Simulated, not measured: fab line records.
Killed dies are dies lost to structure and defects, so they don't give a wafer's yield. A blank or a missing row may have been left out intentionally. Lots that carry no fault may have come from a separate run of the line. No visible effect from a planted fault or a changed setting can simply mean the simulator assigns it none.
Comparing a struck lot with a sound one :: flow gf180mcu :: 14 steps out of a route of 602
Sound: wafers L256.2, L256.4, L256.5. Wafers L260.1, L260.5 were the ones struck. The cause is given at the end.
For every step that has rows: the tool of each side, followed by ch and its chambers, followed by its first start. Under that, the readings that differ: sound wafers :: struck wafers :: difference of the means :: sigmas: that difference in standard deviations of wafers without a fault.
alike: same words and numbers on both sides, and readings whose means sit less than 2 such deviations apart. not compared: any withheld reading, any reading some wafer has no value for, any bound like >300 that may hide the same value, and any number with overlapping values for which the record gives no deviation.
A row with sigmas, a row that says differs or no value, or rows on one side alone: a step with any of these is where the two part. Numbers that don't overlap but have no deviation are shown without sigmas and don't part them. A reading missing from all wafers of one side parts the sides only when that side holds two or more wafers.

first, 8 steps without rows for these wafers: GF_V3_DEHYDRATE_06 (time 60 s); GF_V3_HMDS_07 (prime time 60 s); GF_V3_COAT_08; GF_V3_COAT_09 (resist thk 1000 nm); GF_V3_SOFTBAKE_10 (time 60 s); GF_V3_EXPOSE_11 (exposes mask Via3, target cd 260 nm); GF_V3_PEB_12 (peb time 90 s); GF_V3_DEVELOP_13 (develop time 60 s).
GF_V3_CD_MEAS_14: target cd 260 nm.
  sound: cd sem-01 at day 25 17:49; struck: cd sem-01 at day 26 20:10
  alike: cd nm
GF_V3_OVL_MEAS_15:
  sound: overlay-01 at day 25 17:55; struck: overlay-02 at day 26 20:17
  alike: V3_OVL
GF_V3_ETCH_16: etches BARC in N2/H2.
  sound on rie diel-02 ch 1,3, day 25 17:56; struck on rie diel-03 ch 2,3, day 26 20:19
reading: oes product au (a.u.)
sound: 0.865 0.855 0.857
struck: 0.850 0.847
difference: -0.010
sigmas: -2
  alike: drypump motor current A, throttle valve pct
GF_V3_ETCH_17: etches SiO2 in C4F8/O2/Ar, stops on TiN, target depth 635 nm.
  sound on rie diel-02 ch 1,3; struck on rie diel-03 ch 2,3
  alike: oes product au
GF_V3_STRIP_18: strips in O2/N2.
  sound on plasma asher-02 ch 0,1, day 25 18:04; struck on plasma asher-02 ch 0,1, day 26 20:26
  no value came back on the struck wafers for chamber pressure mTorr (mTorr), drypump motor current A (A), heater power w (W), oes product au (a.u.); on the sound wafers chamber pressure mTorr (mTorr) reads 1499.3 1501.2 1498.2
  not compared: rf hours counter h
then, 1 step without rows for these wafers: GF_V3_STRIP_19 (strips in post etch residue remover, time 1200 s).

== WHERE THEY PART ==
Last at GF_V3_STRIP_18 as far as this record goes, first at GF_V3_ETCH_16.

WHY: what had been put in by the simulator
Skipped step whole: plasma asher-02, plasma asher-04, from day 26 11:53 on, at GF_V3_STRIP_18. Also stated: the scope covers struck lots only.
